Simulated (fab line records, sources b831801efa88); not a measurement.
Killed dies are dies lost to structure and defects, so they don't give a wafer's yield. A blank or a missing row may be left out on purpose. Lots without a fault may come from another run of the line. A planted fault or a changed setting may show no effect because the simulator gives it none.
fab line records | flow sky130
record lots=15 wafers=45 last_day=50
route steps=708 shown FIELD_ISO@2 NWELL@32
lots that met no fault: from a run of the same line without faults
start_h: hours from the record's first day to the start of the lot's first wafer shown | wait_h: hours since the lot's step before | " the same as in the row above | L1.1+2: a row that stands for several wafers | - no value, or no start given | * or withheld: withheld | < > ~ a bound
route shown NAME@n: a module of which the file shows steps, and the number in the route of the first | usual: mean/standard deviation of fault-free wafers | same: alike in all rows | chamber/n: place in a boat | sites: the reading at each site | _std_site: their standard deviation | _edge_site: outer sites' mean less inner sites' | radius_mm: how far each site lies from the wafer's centre | mask NAME#n: copy n | behind: the tool/chamber that last shaped the wafer | hold: why the lot was held/for how many hours/how that ended | device: the transistor (n, p or np) that didn't switch | end of line: the same wafers' tests at the end of the route | a step without rows: its recipe alone | killed: dies lost to structure and defects at the first sort, not the wafer's yield | map: a wafer's dies, x killed, . not, _ none there
set.NAME: the setting as run; set.NAME@STEP: as run at that earlier step | model.NAME: the simulator's own value behind a step, which no gauge read
steps of the route over a sample of lots; a table a step, a row a wafer
services: from which hour (start_h, from the record's first day; less than 0 if before it) a tool's chamber was out of use, for how many hours, and why
## steps
# step SKY_FIELD_ISO_OXIDATION_01
# recipe temp_c=900 ambient=O2 stabilise_s=600 purge_s=300 target_thk_a=120 ox_time_s=1843
# usual ox_temp_c=899.9/0.39 ox_temp_c_max=905.4/1.4 spike_tc_upper_C=900.0/1.3
# columns lot.wafer tool chamber start_h wait_h ox_temp_c ox_temp_c_max spike_tc_upper_C
L260.3 furnace-02 0 10.45 0.4 900.2 906.1 902.0
L260.4 " 0 " " 899.5 905.3 901.9
L260.5 " 0 " " 899.7 907.4 900.3
L261.1 furnace-01 0 16.27 1.2 899.8 904.4 900.1
L261.4 " 0 " " 899.7 903.8 898.8
L261.6 " 0 " " 900.2 905.1 897.1
L262.1 furnace-01 0 20.63 0.6 900.1 903.9 901.4
L262.4 " 0 " " 899.8 904.2 900.5
L262.5 " 0 " " 900.1 904.5 901.4
L263.1 furnace-01 0 26.21 1.2 899.9 904.5 898.3
L263.3 " 0 " " 900.7 904.7 898.8
L263.6 " 0 " " 900.4 904.9 899.9
L265.2 furnace-02 0 36.32 1.3 899.6 905.9 900.0
L265.3 " 0 " " 899.2 905.6 899.7
L265.4 " 0 " " 900.2 907.3 899.9
L266.2 furnace-02 0 40.52 0.5 899.3 905.4 899.5
L266.4 " 0 " " 899.9 908.8 901.9
L266.6 " 0 " " 899.6 908.2 901.6
L268.2 furnace-02 0 50.82 0.8 900.0 906.2 899.6
L268.4 " 0 " " 900.6 906.9 900.9
L268.5 " 0 " " 900.0 906.6 903.5
L269.1 furnace-02 0 56.61 1.6 900.0 905.9 900.9
L269.3 " 0 " " 899.8 906.6 901.5
L269.5 " 0 " " 899.9 906.2 900.5
L271.2 furnace-01 - 65.12 0.1 - - -
L271.3 " - " " - - -
L271.6 " - " " - - -
L272.1 furnace-02 - 70.75 0.7 - - -
L272.2 " - " " - - -
L272.4 " - " " - - -
L273.2 furnace-01 - 76.14 1.1 - - -
L273.5 " - " " - - -
L273.6 " - " " - - -
L275.2 furnace-01 0 85.12 0.1 899.7 904.9 900.4
L275.4 " 0 " " 900.2 904.0 899.3
L275.5 " 0 " " 900.2 904.8 898.6
L281.4 furnace-01 0 115.76 0.7 900.3 904.2 897.8
L281.5 " 0 " " 899.4 904.2 899.3
L281.6 " 0 " " 900.0 904.4 900.0
L282.3 furnace-02 0 121.02 1.0 899.6 905.3 902.3
L282.4 " 0 " " 899.7 905.6 900.6
L282.5 " 0 " " 899.4 906.8 900.0
L283.1 furnace-02 0 128.18 3.2 900.1 907.7 901.2
L283.2 " 0 " " 899.8 905.3 901.3
L283.6 " 0 " " 899.2 904.8 899.4
# step SKY_NWELL_CLEAN_00
# recipe chemistry=SC1/SC2 mix=1:4:20 temp_c=70 time_s=150 dry=n2_spin
# columns lot.wafer tool chamber start_h wait_h
L260.3+4+5 wet_bench-03 2 33.36 0.0
L261.1+4+6 wet_bench-04 1 39.93 0.0
L262.1+4+5 wet_bench-04 1 45.80 0.0
L263.1+3+6 wet_bench-01 0 50.51 0.0
L265.2+3+4 wet_bench-03 3 60.63 0.0
L266.2+4+6 wet_bench-04 2 68.73 0.0
L268.2+4+5 wet_bench-03 0 77.38 0.0
L269.1+3+5 wet_bench-03 1 82.58 0.0
L275.2+4+5 wet_bench-04 1 111.21 0.0
L281.4+5+6 wet_bench-01 3 145.19 0.0
L282.3+4+5 wet_bench-03 3 149.62 0.0
L283.1+2+6 wet_bench-03 3 155.22 0.0
## services
# columns tool chamber start_h hours kind
furnace-02 - 59.77 2.8 pm
furnace-01 - 86.63 4.0 pm
furnace-02 - 124.06 2.6 pm
## key
first_sign step=SKY_FIELD_ISO_OXIDATION_01 reading=tool_record direction=missing
effect step=SKY_NWELL_CLEAN_00 reading=visit direction=missing
met_at SKY_FIELD_ISO_OXIDATION_01
struck_lots L271,L272,L273
later_rows_left_out L271.2,L271.3,L271.6,L272.1,L272.2,L272.4,L273.2,L273.5,L273.6
sort_left_out L271.2,L271.3,L271.6,L272.1,L272.2,L272.4,L273.2,L273.5,L273.6
tester_left_out L271,L272,L273
onset_between 56.61 65.12
fault kind=skipped_step_whole tool=furnace-01,furnace-02 chamber=- onset_h=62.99 steps=SKY_FIELD_ISO_OXIDATION_01 scope=struck_lots_only
# tester_left_out: of these lots the tester's yield and bins aren't shown, on N5 and GAA mostly nor the transistor test; their killed dies are dies lost to structure and defects alone, not to doping, threshold or leakage, so they don't give the yield
# sort_left_out: the simulated sort isn't trusted on such a fault, so these wafers' sort isn't shown, and their yield isn't known
# later_rows_left_out: the simulator's readings of these wafers behind a module that went badly wrong aren't trusted and aren't shown, but for the sort
